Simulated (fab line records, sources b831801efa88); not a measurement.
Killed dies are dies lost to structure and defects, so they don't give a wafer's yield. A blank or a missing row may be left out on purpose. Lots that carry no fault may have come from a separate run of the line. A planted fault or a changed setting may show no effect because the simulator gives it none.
A struck lot beside a sound one ; flow sky130 ; 43 out of 708 route steps
Sound: wafers L363.1, L363.3, L363.4. Wafers struck: L357.1, L357.2, L357.5. The cause is named last.
At each step with rows: each side's tool, then ch and its chambers, then its first start. Under that, the readings that differ: sound wafers ; struck wafers ; difference of the means ; sigmas: that difference in standard deviations of wafers without a fault.
alike: a reading whose means differ by less than 2 such deviations, as well as words and numbers matching on both sides. not compared: withheld readings; readings where some wafer has no value; bounds like >300 that might hide an equal value; numbers whose values overlap and for which the record gives no deviation.
Wherever a step has rows on one side only, a row that says differs or no value, or a row with sigmas, the two part there. Non-overlapping numbers with no deviation appear without sigmas and do not part them. A reading that every wafer of one side lacks parts them only if that side has two wafers or more.

first, 1 step without rows for these wafers: SKY_FIELD_ISO_ANNEAL_26 (time 1800 s).
SKY_FIELD_ISO_CMP_27: polishes, stops on Si3N4, t overpolish 16 s, target thk 457.8 nm.
  sound on cmp-02 ch 0,2,3, day 6 11:58; struck on cmp-02 ch 1,3, day 5 05:44
  alike: edge-zone-pressure-frac, motor-current-A, overpolish-run-s, slurry-filter-dp-kPa, time-to-endpoint-s
then, 5 steps without rows for these wafers: SKY_FIELD_ISO_WET_ETCH_28 (etches SiO2 in dHF, target depth 23.7 nm, time 47 s); SKY_FIELD_ISO_WET_ETCH_29 (etches Si3N4 in H3PO4, target depth 160 nm, time 1825 s); SKY_FIELD_ISO_WET_ETCH_30 (etches SiO2 in dHF, target depth 25 nm, time 50 s); SKY_NWELL_CLEAN_00 (cleans in SC1/SC2, time 150 s); SKY_NWELL_OXIDATION_01 (stabilise 600 s, purge 300 s, target thk 10 nm).
SKY_NWELL_THK_MEAS_02:
  struck on film-metro-02, day 5 08:33; sound on film-metro-03, day 6 17:32
  alike: NWELL_OXIDATION_THK
then, 4 steps without rows for these wafers: SKY_DNWELL_DEHYDRATE_00 (time 60 s); SKY_DNWELL_HMDS_01 (prime time 60 s); SKY_DNWELL_COAT_02 (resist thk 3000 nm); SKY_DNWELL_SOFTBAKE_03.
SKY_DNWELL_EXPOSE_04: exposes mask DNM, target cd 3000 nm.
  sound on iline-stepper-01 ch 0, day 7 03:31; struck on iline-stepper-02 ch 0, day 5 17:40
  alike: mask, reticle-temp-C
then, 3 steps without rows for these wafers: SKY_DNWELL_PEB_05; SKY_DNWELL_DEVELOP_06 (develop time 60 s); SKY_DNWELL_IMPLANT_07.
SKY_DNWELL_STRIP_08: strips in O2/N2.
  sound on plasma-asher-03 ch 0,1, day 7 11:53; struck on plasma-asher-02 ch 0,1, day 6 03:05
reading;sound;struck;difference;sigmas
strip-time-to-endpoint-s (s);36.78 36.76 36.83;37.01 36.96 36.99;+0.20;+2
  alike: drypump-motor-current-A, n2-flow-sccm, o2-flow-sccm, oes-product-au
  not compared: rf-hours-counter-h
SKY_DNWELL_TW_MEAS_09:
  struck on film-metro-04, day 6 03:11; sound on film-metro-03, day 7 11:59
  alike: DNWELL_TW
then, 7 steps without rows for these wafers: SKY_PWDE_DEHYDRATE_00 (time 60 s); SKY_PWDE_HMDS_01 (prime time 60 s); SKY_PWDE_COAT_02 (resist thk 3000 nm); SKY_PWDE_SOFTBAKE_03; SKY_PWDE_EXPOSE_04 (exposes mask PWDEM, target cd 840 nm); SKY_PWDE_PEB_05; SKY_PWDE_DEVELOP_06 (develop time 60 s).
SKY_PWDE_OVL_MEAS_07:
  struck on overlay-02, day 6 22:08; sound on overlay-01, day 8 06:50
  alike: PWDE_OVL
then, 1 step without rows for these wafers: SKY_PWDE_IMPLANT_08.
SKY_PWDE_STRIP_09: strips in O2/N2.
  sound on plasma-asher-03 ch 0,1, day 8 07:01; struck on plasma-asher-04 ch 0,1, day 6 22:19
  alike: drypump-motor-current-A, n2-flow-sccm, o2-flow-sccm, oes-product-au, strip-time-to-endpoint-s
  not compared: rf-hours-counter-h
SKY_PWDE_TW_MEAS_10:
  struck on film-metro-04, day 6 22:25; sound on film-metro-03, day 8 07:07
  alike: PWDE_TW
then, 7 steps without rows for these wafers: SKY_NWELL_DEHYDRATE_03 (time 60 s); SKY_NWELL_HMDS_04 (prime time 60 s); SKY_NWELL_COAT_05 (resist thk 3000 nm); SKY_NWELL_SOFTBAKE_06; SKY_NWELL_EXPOSE_07 (exposes mask NWM, target cd 840 nm); SKY_NWELL_PEB_08; SKY_NWELL_DEVELOP_09 (develop time 60 s).
SKY_NWELL_OVL_MEAS_10:
  struck on overlay-01, day 7 17:11; sound on overlay-01, day 9 03:53
  alike: NWELL_00_OVL
then, 3 steps without rows for these wafers: SKY_NWELL_IMPLANT_11; SKY_NWELL_IMPLANT_12; SKY_NWELL_IMPLANT_13.
SKY_NWELL_STRIP_14: strips in O2/N2.
  sound on plasma-asher-01 ch 0,1, day 9 04:22; struck on plasma-asher-02 ch 0,1, day 7 17:40
  alike: drypump-motor-current-A, n2-flow-sccm, o2-flow-sccm, oes-product-au, strip-time-to-endpoint-s
  not compared: rf-hours-counter-h
SKY_NWELL_TW_MEAS_15:
  struck on film-metro-02, day 7 17:46; sound on film-metro-03, day 9 04:28
  alike: NWELL_TW
-- the record jumps here: 41 days lie between the struck wafers' starts before and after (it left off in module NWELL and takes up again in module PAD_OPEN, whose first step shown is number 708 of the route) --
SKY_PAD_OPEN_PROBE_99:
  struck on prober-01, day 48 12:10; sound on prober-01, day 49 19:41
reading;sound;struck;difference;sigmas
model.etest.res-deep-nwell.width-nm (nm);2994 2994 2979;3127 3139 3277;+192;
model.etest.res-deep-nwell.line-ohm-um;726.4 738.8 714.8;709.4 700.9 678.3;-30.5;
  alike: killed_at_M0_to_M3, killed_at_M4_up, killed-at-contacts, killed-at-front-end, killed-at-other, killed-dies, killed-open, killed-short

== WHERE THEY PART ==
Only at SKY_DNWELL_STRIP_08, within this record. Later steps at which nothing parts them and some readings are alike: SKY_DNWELL_TW_MEAS_09, SKY_PWDE_OVL_MEAS_07, SKY_PWDE_STRIP_09, SKY_PWDE_TW_MEAS_10, SKY_NWELL_OVL_MEAS_10, SKY_NWELL_STRIP_14, SKY_NWELL_TW_MEAS_15, SKY_PAD_OPEN_PROBE_99.

WHY: what the simulator had put in
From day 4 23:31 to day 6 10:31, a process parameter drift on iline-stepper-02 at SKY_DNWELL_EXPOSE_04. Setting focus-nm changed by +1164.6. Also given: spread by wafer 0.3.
